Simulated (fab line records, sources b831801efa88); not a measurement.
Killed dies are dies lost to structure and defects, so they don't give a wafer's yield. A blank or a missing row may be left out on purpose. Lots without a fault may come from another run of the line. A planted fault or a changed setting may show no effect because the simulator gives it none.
A struck lot beside a sound one | flow sky130 | 20 steps out of a route of 708
Sound: wafers L140.1, L140.2, L140.3. Struck: wafers L149.1, L149.2, L149.4. The cause comes at the end.
At each step with rows: each side's tool, then ch and its chambers, then its first start. Under that, the readings that differ: sound wafers | struck wafers | difference of the means | sigmas: that difference in standard deviations of wafers without a fault.
alike: readings whose means differ by less than 2 such deviations, and words and numbers that are the same on both sides. not compared: withheld readings, readings that some wafer has no value for, bounds like >300 that may hide the same value, and numbers for which the record gives no deviation and whose values overlap.
The two part at a step that has a row with sigmas, a row that says differs or no value, or rows on one side only. Numbers that don't overlap but have no deviation are shown without sigmas and don't part them. A reading that every wafer of one side lacks parts them only if that side has two wafers or more.

first, 1 step without rows for these wafers: SKY_FIELD_ISO_DEVELOP_12 (develop time 60 s).
SKY_FIELD_ISO_CD_MEAS_13: target cd 150 nm.
  sound on cd_sem-02, day 2 10:07; struck on cd_sem-01, day 4 08:58
  alike: cd_nm
SKY_FIELD_ISO_ETCH_14: etches BARC in N2/H2, stops on SiO2, time 45.9 s, target depth 60 nm.
  sound on rie_diel-04 ch 0,1,2, day 2 10:14; struck on rie_diel-03 ch 0,1, day 4 09:05
  alike: drypump_motor_current_A, n2_flow_sccm, oes_product_au, throttle_valve_pct
  not compared: rf_hours_counter_h
SKY_FIELD_ISO_ETCH_15: etches the open film in CHF3/O2, stops on Si, target depth 180 nm, time 72 s.
  sound on rie_diel-04 ch 0,1,2, day 2 10:16; struck on rie_diel-03 ch 0,1, day 4 09:07
  alike: drypump_motor_current_A, oes_product_au, throttle_valve_pct
  not compared: rf_hours_counter_h
SKY_FIELD_ISO_STRIP_16: strips in O2/N2.
  sound on plasma_asher-03 ch 0,1, day 2 10:20; struck on plasma_asher-04 ch 0,1, day 4 09:11
  alike: drypump_motor_current_A, n2_flow_sccm, oes_product_au, strip_time_to_endpoint_s
  not compared: rf_hours_counter_h
SKY_FIELD_ISO_ETCH_17: etches Si in HBr/Cl2/O2, target depth 342 nm, time 97.7 s.
  sound on rie_si-01 ch 0,1,2, day 2 10:26; struck on rie_si-02 ch 1,2,3, day 4 09:17
  reading                | sound     | struck  | difference | sigmas
  rf_hours_counter_h (h) | 37 62 142 | 22 27 8 | -61        |
  alike: drypump_motor_current_A, oes_product_au, throttle_valve_pct
then, 5 steps without rows for these wafers: SKY_FIELD_ISO_WET_ETCH_18 (etches Si3N4 in H3PO4, target depth 25 nm, time 286 s); SKY_FIELD_ISO_CLEAN_19 (cleans in SC1/SC2, time 150 s); SKY_FIELD_ISO_CLEAN_20 (cleans in dHF, time 20 s); SKY_FIELD_ISO_WET_ETCH_21 (etches SiO2 in dHF, target depth 20 nm, time 400 s); SKY_FIELD_ISO_OXIDATION_22 (stabilise 600 s, purge 300 s, target thk 10 nm).
SKY_FIELD_ISO_THK_MEAS_23:
  sound on film_metro-04, day 2 12:57; struck on film_metro-01, day 4 12:06
  alike: FIELD_ISO_OXIDATION_01_THK
SKY_FIELD_ISO_CVD_24: deposits SiO2, target thk 595 nm, time 99.2 s.
  sound on hdpcvd-02 ch 0,1,2, day 2 13:01; struck on hdpcvd-02 ch 1,2, day 4 12:10
  reading                                    | sound           | struck          | difference | sigmas
  model.SiO2_of_FIELD_ISO_CVD_24.thk_nm (nm) | 594 584.7 589.2 | 355 355.5 360.3 | -232       |
SKY_FIELD_ISO_THK_MEAS_25:
  sound on film_metro-03, day 2 13:05; struck on film_metro-03, day 4 12:14
  reading                   | sound       | struck      | difference | sigmas
  FIELD_ISO_CVD_24_THK (nm) | 594 584 589 | 355 356 361 | -232       | -36
then, 1 step without rows for these wafers: SKY_FIELD_ISO_ANNEAL_26 (time 1800 s).
SKY_FIELD_ISO_CMP_27: polishes, stops on Si3N4, t overpolish 16 s, target thk 457.8 nm.
  sound on cmp-01 ch 0,1,3, day 2 15:53; struck on cmp-02 ch 1,2,3, day 4 15:06
  reading                | sound       | struck   | difference | sigmas
  time_to_endpoint_s (s) | 113 113 111 | 69 67 65 | -45        | -8
  alike: motor_current_A, retaining_ring_pressure_frac
then, 2 steps without rows for these wafers: SKY_FIELD_ISO_WET_ETCH_28 (etches SiO2 in dHF, target depth 23.7 nm, time 47 s); SKY_FIELD_ISO_WET_ETCH_29 (etches Si3N4 in H3PO4, target depth 160 nm, time 1825 s).
SKY_FIELD_ISO_WET_ETCH_30: etches SiO2 in dHF, target depth 25 nm, time 50 s.
  sound on wet_bench-01 ch 1, day 2 16:43; struck on wet_bench-02 ch 2, day 4 15:59
  reading                                    | sound             | struck            | difference | sigmas
  model.SiO2_of_FIELD_ISO_CVD_24.thk_nm (nm) | 405.5 406.3 404.7 | 302.5 303.1 307.9 | -101.0     |
-- the record jumps here: 43 days lie between the struck wafers' starts before and after (it left off in module FIELD_ISO and takes up again in module PAD_OPEN, whose first step shown is number 708 of the route) --
SKY_PAD_OPEN_PROBE_99:
  the record has rows for the struck wafers here (prober-02, day 48 03:01) and none for the sound ones

WHERE THEY PART
First at SKY_FIELD_ISO_THK_MEAS_25; last, within this record, at SKY_PAD_OPEN_PROBE_99.

WHY: what the simulator had put in
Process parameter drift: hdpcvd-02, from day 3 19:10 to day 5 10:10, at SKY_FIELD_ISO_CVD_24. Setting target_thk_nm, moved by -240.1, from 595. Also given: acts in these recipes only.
